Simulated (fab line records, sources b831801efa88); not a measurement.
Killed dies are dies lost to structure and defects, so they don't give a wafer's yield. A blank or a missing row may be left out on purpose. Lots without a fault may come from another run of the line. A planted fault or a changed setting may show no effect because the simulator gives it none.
fab line records | flow gf180mcu
record lots=12 wafers=36 last_day=34
route steps=602 shown NSD@245 V3@431 M4@461 V4@491
lots that met no fault: from a run of the same line without faults
start_h: hours from the record's first day to the start of the lot's first wafer shown | wait_h: hours since the lot's step before | " the same as in the row above | L1.1+2: a row that stands for several wafers | - no value, or no start given | * or withheld: withheld | < > ~ a bound
route shown NAME@n: a module of which the file shows steps, and the number in the route of the first | usual: mean/standard deviation of fault-free wafers | same: alike in all rows | chamber/n: place in a boat | sites: the reading at each site | _std_site: their standard deviation | _edge_site: outer sites' mean less inner sites' | radius_mm: how far each site lies from the wafer's centre | mask NAME#n: copy n | behind: the tool/chamber that last shaped the wafer | hold: why the lot was held/for how many hours/how that ended | device: the transistor (n, p or np) that didn't switch | end of line: the same wafers' tests at the end of the route | a step without rows: its recipe alone | killed: dies lost to structure and defects at the first sort, not the wafer's yield | map: a wafer's dies, x killed, . not, _ none there
set.NAME: the setting as run; set.NAME@STEP: as run at that earlier step | model.NAME: the simulator's own value behind a step, which no gauge read
steps of the route over a sample of lots; a table a step, a row a wafer
services: from which hour (start_h, from the record's first day; less than 0 if before it) a tool's chamber was out of use, for how many hours, and why
## steps
# step GF_NSD_IMPLANT_10
# recipe species=P energy_kev=40 dose_cm2=5e+14 tilt_deg=7
# usual beam_energy_keV=40.001/0.013
# columns lot.wafer tool chamber start_h wait_h beam_energy_keV
L104.2 implanter-01 0 292.42 0.1 40.000
L104.5 " 0 " " 39.964
L104.6 " 0 " " 39.987
L106.1 implanter-02 0 310.02 0.1 39.999
L106.2 " 0 " " 40.008
L106.4 " 0 " " 39.989
L109.1 implanter-01 0 331.41 0.1 40.000
L109.3 " 0 " " 40.021
L109.4 " 0 " " 40.011
L110.2 implanter-02 0 347.62 0.1 40.001
L110.4 " 0 " " 40.009
L110.6 " 0 " " 40.007
L116.1 implanter-01 0 399.70 0.1 43.511
L116.5 " 0 " " 43.466
L116.6 " 0 " " 43.478
L117.1 implanter-01 0 409.28 0.1 43.510
L117.5 " 0 " " 43.485
L117.6 " 0 " " 43.476
L118.1 implanter-01 0 422.88 0.1 43.506
L118.2 " 0 " " 43.492
L118.6 " 0 " " 43.484
L119.3 implanter-04 0 431.26 0.1 39.997
L119.4 " 0 " " 40.024
L119.6 " 0 " " 40.007
L120.1 implanter-04 0 440.45 0.1 40.006
L120.2 " 0 " " 39.999
L120.4 " 0 " " 40.022
L124.1 implanter-02 0 461.78 0.1 40.001
L124.5 " 0 " " 39.990
L124.6 " 0 " " 39.989
L125.2 implanter-02 0 472.62 0.1 39.973
L125.5 " 0 " " 39.986
L125.6 " 0 " " 39.983
L126.3 implanter-04 0 486.95 0.1 40.003
L126.4 " 0 " " 40.012
L126.5 " 0 " " 40.013
# step GF_NSD_STRIP_11
# recipe chemistry=O2/N2 power_w=1400 pressure_mtorr=1500 platen_temp_c=250 o2_flow_sccm=3000 n2_flow_sccm=300 overash_fraction=0.5
# usual drypump_motor_current_A=6.16/0.25 heater_power_w=342/34 oes_product_au=0.487/0.0051 strip_time_to_endpoint_s=22.95/0.033
# columns lot.wafer tool chamber start_h wait_h drypump_motor_current_A heater_power_w oes_product_au rf_hours_counter_h strip_time_to_endpoint_s
L104.2 plasma_asher-04 1 292.55 0.1 6.20 342 0.491 64 22.94
L104.5 " 1 " " 6.20 345 0.482 - 22.93
L104.6 " 0 " " 5.50 299 0.478 - 23.00
L106.1 plasma_asher-03 1 310.17 0.1 6.41 275 0.486 55 22.96
L106.2 " 0 " " 6.14 332 0.484 55 23.01
L106.4 " 0 " " 6.17 332 0.497 - 23.02
L109.1 plasma_asher-04 1 331.56 0.1 6.19 341 0.488 69 22.92
L109.3 " 1 " " 6.21 341 0.476 - 22.93
L109.4 " 0 " " 5.49 304 0.487 - 22.95
L110.2 plasma_asher-04 1 347.75 0.1 6.20 347 0.493 71 22.98
L110.4 " 0 " " 5.49 304 0.495 - 22.99
L110.6 " 1 " " 6.17 339 0.488 - 22.98
L116.1 plasma_asher-02 0 399.85 0.1 6.04 357 0.488 26 23.09
L116.5 " 1 " " 6.31 379 0.486 - 23.08
L116.6 " 0 " " 6.09 359 0.485 - 23.09
L117.1 plasma_asher-02 1 409.43 0.1 6.34 382 0.481 27 23.09
L117.5 " 1 " " 6.34 374 0.487 - 23.09
L117.6 " 0 " " 6.10 359 0.486 - 23.10
L118.1 plasma_asher-02 0 423.03 0.1 6.18 358 0.484 28 23.13
L118.2 " 1 " " 6.33 381 0.496 28 23.08
L118.6 " 0 " " 6.17 359 0.483 - 23.09
L119.3 plasma_asher-02 1 431.40 0.1 6.38 381 0.476 - 23.00
L119.4 " 0 " " 6.10 366 0.489 - 22.95
L119.6 " 1 " " 6.36 386 0.489 - 22.92
L120.1 plasma_asher-02 0 440.60 0.1 6.12 367 0.490 30 22.97
L120.2 " 1 " " 6.33 373 0.479 30 23.01
L120.4 " 1 " " 6.30 379 0.484 - 22.99
L124.1 plasma_asher-03 1 461.93 0.1 6.42 286 0.481 72 22.91
L124.5 " 0 " " 6.13 335 0.483 - 22.90
L124.6 " 1 " " 6.41 281 0.485 - 22.89
L125.2 plasma_asher-02 1 472.75 0.1 6.35 385 0.486 34 23.01
L125.5 " 1 " " 6.31 383 0.487 - 22.99
L125.6 " 0 " " 6.10 360 0.491 - 22.99
L126.3 plasma_asher-02 1 487.08 0.1 6.33 373 0.484 - 22.90
L126.4 " 0 " " 6.09 358 0.481 - 22.95
L126.5 " 1 " " 6.34 388 0.489 - 22.96
# step GF_PSD_RS_MEAS_14
# recipe thk_meas_gauge=four-point-probe
# usual NSD_RS=46.10/0.083
# columns lot.wafer tool chamber start_h wait_h NSD_RS[ohm/sq]
L104.2 film_metro-03 - 313.02 0.1 46.09
L104.5 " - " " 46.20
L104.6 " - " " 46.03
L106.1 film_metro-03 - 331.09 0.1 46.04
L106.2 " - " " 46.09
L106.4 " - " " 46.02
L109.1 film_metro-01 - 353.69 0.1 46.03
L109.3 " - " " 46.12
L109.4 " - " " 46.17
L110.2 film_metro-03 - 370.03 0.1 46.21
L110.4 " - " " 46.21
L110.6 " - " " 46.14
L116.1 film_metro-03 - 423.34 0.1 46.32
L116.5 " - " " 46.30
L116.6 " - " " 46.40
L117.1 film_metro-02 - 433.46 0.1 46.39
L117.5 " - " " 46.11
L117.6 " - " " 46.30
L118.1 film_metro-01 - 447.86 0.1 46.26
L118.2 " - " " 46.36
L118.6 " - " " 46.38
L119.3 film_metro-02 - 456.25 0.1 46.30
L119.4 " - " " 46.12
L119.6 " - " " 46.12
L120.1 film_metro-02 - 465.39 0.1 46.28
L120.2 " - " " 46.22
L120.4 " - " " 46.10
L124.1 film_metro-01 - 486.16 0.1 46.15
L124.5 " - " " 46.20
L124.6 " - " " 46.20
L125.2 film_metro-01 - 496.61 0.1 46.05
L125.5 " - " " 45.98
L125.6 " - " " 46.10
L126.3 film_metro-01 - 510.93 0.1 46.18
L126.4 " - " " 46.06
L126.5 " - " " 46.13
# step GF_V3_CVD_02
# recipe material=SiO2 target_thk_nm=850 precursor=TEOS temp_c=400 time_s=94.851 rf_w=600
# usual heater_power_w=659/110
# columns lot.wafer tool chamber start_h wait_h heater_power_w
L104.2 pecvd-02 1 481.19 0.0 571
L104.5 " 0 " " 619
L104.6 " 1 " " 646
L106.1 pecvd-03 1 501.93 0.1 475
L106.2 " 2 " " 527
L106.4 " 0 " " 614
L109.1 pecvd-02 2 527.40 0.1 633
L109.3 " 1 " " 711
L109.4 " 1 " " 566
L110.2 pecvd-02 1 542.61 0.0 657
L110.4 " 2 " " 668
L110.6 " 0 " " 596
L116.1 pecvd-01 2 595.12 0.1 769
L116.5 " 2 " " 595
L116.6 " 1 " " 718
L117.1 pecvd-01 0 603.19 0.1 832
L117.5 " 1 " " 687
L117.6 " 2 " " 740
L118.1 pecvd-03 1 615.29 0.1 449
L118.2 " 2 " " 573
L118.6 " 2 " " 435
L119.3 pecvd-01 0 623.46 0.0 727
L119.4 " 2 " " 784
L119.6 " 0 " " 777
L120.1 pecvd-01 0 631.38 0.1 792
L120.2 " 2 " " 634
L120.4 " 0 " " 810
L124.1 pecvd-03 1 649.11 0.1 474
L124.5 " 2 " " 562
L124.6 " 1 " " 495
L125.2 pecvd-02 1 658.51 0.0 568
L125.5 " 1 " " 641
L125.6 " 0 " " 645
L126.3 pecvd-03 1 670.95 0.0 416
L126.4 " 0 " " 583
L126.5 " 2 " " 520
# step GF_M4_RS_MEAS_05
# recipe thk_meas_gauge=four-point-probe reads=TiN_of_M4_SPUTTER_04+Ti_of_M4_SPUTTER_03+AlCu_of_M4_SPUTTER_02+TiN_of_M4_SPUTTER_01+Ti_of_M4_SPUTTER_00
# usual M4_ALCU_RS=0.0697/0.00058
# columns lot.wafer tool chamber start_h wait_h M4_ALCU_RS[ohm/sq]
L104.2 film_metro-01 - 507.57 0.1 0.0693
L104.5 " - " " 0.0694
L104.6 " - " " 0.0684
L106.1 film_metro-03 - 527.23 0.0 0.0699
L106.2 " - " " 0.0691
L106.4 " - " " 0.0696
L109.1 film_metro-04 - 551.97 0.0 0.0704
L109.3 " - " " 0.0701
L109.4 " - " " 0.0695
L110.2 film_metro-03 - 567.05 0.0 0.0700
L110.4 " - " " 0.0705
L110.6 " - " " 0.0701
L116.1 film_metro-03 - 618.22 0.0 0.0685
L116.5 " - " " 0.0697
L116.6 " - " " 0.0696
L117.1 film_metro-01 - 625.77 0.0 0.0692
L117.5 " - " " 0.0695
L117.6 " - " " 0.0685
L118.1 film_metro-01 - 638.07 0.0 0.0699
L118.2 " - " " 0.0705
L118.6 " - " " 0.0700
L119.3 film_metro-01 - 645.96 0.1 0.0700
L119.4 " - " " 0.0709
L119.6 " - " " 0.0698
L120.1 film_metro-03 - 653.62 0.0 0.0698
L120.2 " - " " 0.0697
L120.4 " - " " 0.0695
L124.1 film_metro-01 - 670.18 0.0 0.0684
L124.5 " - " " 0.0683
L124.6 " - " " 0.0698
L125.2 film_metro-01 - 679.52 0.0 0.0698
L125.5 " - " " 0.0696
L125.6 " - " " 0.0693
L126.3 film_metro-03 - 692.13 0.1 0.0699
L126.4 " - " " 0.0707
L126.5 " - " " 0.0700
# step GF_V4_OVL_MEAS_15
# usual V4_OVL=-3/5.6
# columns lot.wafer tool chamber start_h wait_h V4_OVL[nm]
L104.2 overlay-01 - 554.56 0.1 -6
L104.5 " - " " -2
L104.6 " - " " -1
L106.1 overlay-02 - 573.00 0.1 -2
L106.2 " - " " -8
L106.4 " - " " -1
L109.1 overlay-01 - 597.11 0.1 -5
L109.3 " - " " -1
L109.4 " - " " 2
L110.2 overlay-02 - 610.50 0.1 -8
L110.4 " - " " -5
L110.6 " - " " -6
L116.1 overlay-01 - 658.40 0.1 -5
L116.5 " - " " -6
L116.6 " - " " -3
L117.1 overlay-02 - 667.20 0.1 2
L117.5 " - " " 7
L117.6 " - " " 7
L118.1 overlay-01 - 677.65 0.1 -4
L118.2 " - " " -2
L118.6 " - " " -5
L119.3 overlay-01 - 685.81 0.1 0
L119.4 " - " " 0
L119.6 " - " " -3
L120.1 overlay-01 - 692.16 0.1 -9
L120.2 " - " " -9
L120.4 " - " " -11
L124.1 overlay-01 - 709.30 0.1 -14
L124.5 " - " " -15
L124.6 " - " " -11
L125.2 overlay-02 - 718.01 0.1 2
L125.5 " - " " 5
L125.6 " - " " -1
L126.3 overlay-01 - 728.42 0.1 -8
L126.4 " - " " -4
L126.5 " - " " 1
## services
# columns tool chamber start_h hours kind
plasma_asher-02 - 275.56 11.4 repair
pecvd-03 2 285.89 4.2 repair
pecvd-02 - 295.19 1.4 repair
pecvd-02 - 296.19 1.3 repair
plasma_asher-02 - 302.57 13.1 repair
plasma_asher-02 - 305.18 0.7 repair
pecvd-01 - 307.51 1.5 repair
implanter-01 - 321.44 1.2 repair
pecvd-01 1 323.99 3.9 repair
implanter-02 - 331.15 1.1 repair
plasma_asher-02 - 359.37 4.4 repair
plasma_asher-02 - 376.90 3.6 repair
plasma_asher-02 - 414.24 6.8 repair
plasma_asher-02 - 418.54 2.2 repair
implanter-02 - 424.91 2.7 repair
implanter-01 - 431.90 2.5 pm
pecvd-02 - 432.33 0.6 repair
plasma_asher-02 - 473.57 3.4 repair
pecvd-02 1 475.59 3.6 repair
implanter-01 - 483.05 22.6 pm
implanter-01 - 592.06 16.3 pm
implanter-01 - 615.10 8.3 repair
implanter-01 - 656.61 4.9 pm
implanter-01 - 664.36 1.1 repair
## key
first_sign step=GF_NSD_IMPLANT_10 reading=beam_energy_keV direction=up sigmas=99+ usual=40.001 struck=43.490
effect step=GF_NSD_STRIP_11 reading=strip_time_to_endpoint_s direction=up sigmas=4.3 usual=* struck=*
effect step=GF_PSD_RS_MEAS_14 reading=NSD_RS direction=up sigmas=2.5 usual=46.10 struck=46.31
met_at GF_NSD_IMPLANT_10
struck_lots L116,L117,L118
tester_left_out L116,L117,L118
not_acting_at GF_V3_CVD_02,GF_M4_RS_MEAS_05,GF_V4_OVL_MEAS_15
onset_between 331.41 399.70
fault kind=process_parameter_drift tool=implanter-01 chamber=- onset_h=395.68 steps=GF_NSD_IMPLANT_10 channel=energy_kev offset=3.4955 shape=step end_h=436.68 acts_in=these_recipes_only stated=40
# tester_left_out: of these lots the tester's yield and bins aren't shown, on N5 and GAA mostly nor the transistor test; their killed dies are dies lost to structure and defects alone, not to doping, threshold or leakage, so they don't give the yield
